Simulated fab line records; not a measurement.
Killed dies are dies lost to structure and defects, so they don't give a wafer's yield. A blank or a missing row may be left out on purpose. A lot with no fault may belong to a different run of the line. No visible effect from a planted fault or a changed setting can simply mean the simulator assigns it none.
Comparing a struck lot with a sound one / flow gf180mcu / 24 steps out of a route of 602
Sound: wafers L777.2, L777.4, L777.6. Struck: wafer L793.1 (left out: L793.3, L793.5 of the same lot, which were not struck); the cause appears at the end.
Each step with rows lists, per side, the tool, then ch with its chambers, then its first start. Under that, the readings that differ: sound wafers / struck wafers / difference of the means / sigmas: that difference in standard deviations of wafers without a fault.
alike: words and numbers the same on both sides, and readings whose means are apart by under 2 such deviations; not compared: readings that were withheld, readings missing a value for some wafer, numbers with overlapping values and no deviation given by the record, and bounds like >300 which may hide the same value.
Wherever a step has rows on one side only, a row that says differs or no value, or a row with sigmas, the two part there. When numbers do not overlap yet have no deviation, they are printed without sigmas and do not part them. Lack of a reading on every wafer of one side parts them only where that side has two or more wafers.

GF_PSD_OVL_MEAS_08:
  sound: overlay-01 at day 14 21:31; struck: overlay-01 at day 20 17:37
reading=PSD_OVL (nm); sound=1.7 0.1 0.0; struck=-3.0; difference=-3.6; sigmas=-2
next, for these wafers, 1 step has no rows: GF_PSD_IMPLANT_09.
GF_PSD_STRIP_10: strips in O2/N2.
  sound on plasma_asher-01 ch 0,1, day 14 21:42; struck on plasma_asher-02 ch 0, day 20 17:48
  alike: chamber_pressure_mTorr, drypump_motor_current_A, heater_power_w, oes_product_au, strip_time_to_endpoint_s
  not compared: rf_hours_counter_h
GF_PSD_TW_MEAS_11:
  sound: film_metro-04 at day 14 21:49; struck: film_metro-01 at day 20 17:54
reading=PSD_TW; sound=3236 3251 3239; struck=3159; difference=-83; sigmas=-3
then, 1 step without rows for these wafers: GF_PSD_CLEAN_12 (cleans in SC1/SC2, time 150 s).
GF_PSD_RTA_13: time 20 s.
  sound on rtp_anneal-01 ch 0, day 14 21:58; struck on rtp_anneal-02 ch 0, day 20 18:01
  alike: lamp_power_pct, wafer_temp_C_max
GF_PSD_RS_MEAS_14: measurement is done with a four-point probe.
  sound: film_metro-02 at day 14 22:16; struck: film_metro-04 at day 20 18:06
  alike: NSD_RS
GF_PSD_RS_MEAS_15: measurement is done with a four-point probe.
  sound: film_metro-02 at day 14 22:23; struck: film_metro-04 at day 20 18:13
  alike: PSD_RS
GF_SAB_CVD_00: deposits SiO2 from TEOS, target thk 50 nm, time 4.9302 s.
  sound on pecvd-04 ch 0,2, day 14 22:29; struck on pecvd-04 ch 2, day 20 18:20
  alike: heater_power_w, susceptor_temp_C
GF_SAB_THK_MEAS_01:
  sound: film_metro-01 at day 14 22:31; struck: film_metro-01 at day 20 18:22
  alike: SAB_CVD_00_THK
then, 2 steps without rows for these wafers: GF_SAB_DEHYDRATE_02 (time 60 s); GF_SAB_HMDS_03 (prime time 60 s).
GF_SAB_COAT_04: resist thk 1000 nm.
  sound on litho_track-04 ch 0, day 15 08:44; struck on litho_track-03 ch 0, day 21 06:13
reading=model.NOVOLAK_of_SAB_COAT_04.thk_nm (nm); sound=1006 1006 1005; struck=1042; difference=+36; sigmas=
then, 4 steps without rows for these wafers: GF_SAB_SOFTBAKE_05 (time 60 s); GF_SAB_EXPOSE_06 (exposes mask SAB, target cd 420 nm); GF_SAB_PEB_07; GF_SAB_DEVELOP_08 (develop time 60 s).
GF_SAB_CD_MEAS_09 targets a cd of 420 nm.
  sound: cd_sem-02 at day 15 19:43; struck: cd_sem-01 at day 21 18:24
  alike: cd_nm
GF_SAB_OVL_MEAS_10:
  sound: overlay-01 at day 15 19:50; struck: overlay-02 at day 21 18:31
  alike: SAB_OVL
GF_SAB_ETCH_11: etches SiO2 in C4F8/O2/Ar, target depth 55 nm, time 8.5 s.
  sound on rie_diel-02 ch 0,1, day 15 19:52; struck on rie_diel-04 ch 0, day 21 18:33
reading=model.NOVOLAK_of_SAB_COAT_04.thk_nm (nm); sound=994.5 994.4 993.7; struck=1031; difference=+37; sigmas=
reading=model.SAB.cd_nm (nm); sound=420.6 419.1 421.7; struck=422.4; difference=+1.9; sigmas=
  alike: chamber_pressure_mTorr, oes_product_au
  not compared: rf_hours_counter_h
then, 1 step without rows for these wafers: GF_SAB_WET_ETCH_12 (etches SiO2 in dHF, target depth 22 nm, time 440 s).
GF_SAB_STRIP_13: strips in O2/N2.
  sound on plasma_asher-04 ch 0,1, day 15 20:01; struck on plasma_asher-01 ch 0, day 21 18:42
reading=strip_time_to_endpoint_s (s); sound=12.70 12.68 12.69; struck=13.03; difference=+0.34; sigmas=+9
  alike: chamber_pressure_mTorr, drypump_motor_current_A, heater_power_w, oes_product_au
  not compared: rf_hours_counter_h
then, 1 step without rows for these wafers: GF_SALICIDE_CLEAN_00 (cleans in SC1/SC2, time 150 s).
-- the record jumps here: 12 days lie between the struck wafers' starts before and after (it left off in module SALICIDE and takes up again in module PASSIVATION, whose first step shown is number 602 of the route) --
GF_PASSIVATION_PROBE_99:
  record: rows for the struck wafers here (prober-01, day 34 00:24), none for the sound ones

== WHERE THEY PART ==
First at GF_PSD_OVL_MEAS_08; last, within this record, at GF_PASSIVATION_PROBE_99.

WHY: whatever the simulator had introduced
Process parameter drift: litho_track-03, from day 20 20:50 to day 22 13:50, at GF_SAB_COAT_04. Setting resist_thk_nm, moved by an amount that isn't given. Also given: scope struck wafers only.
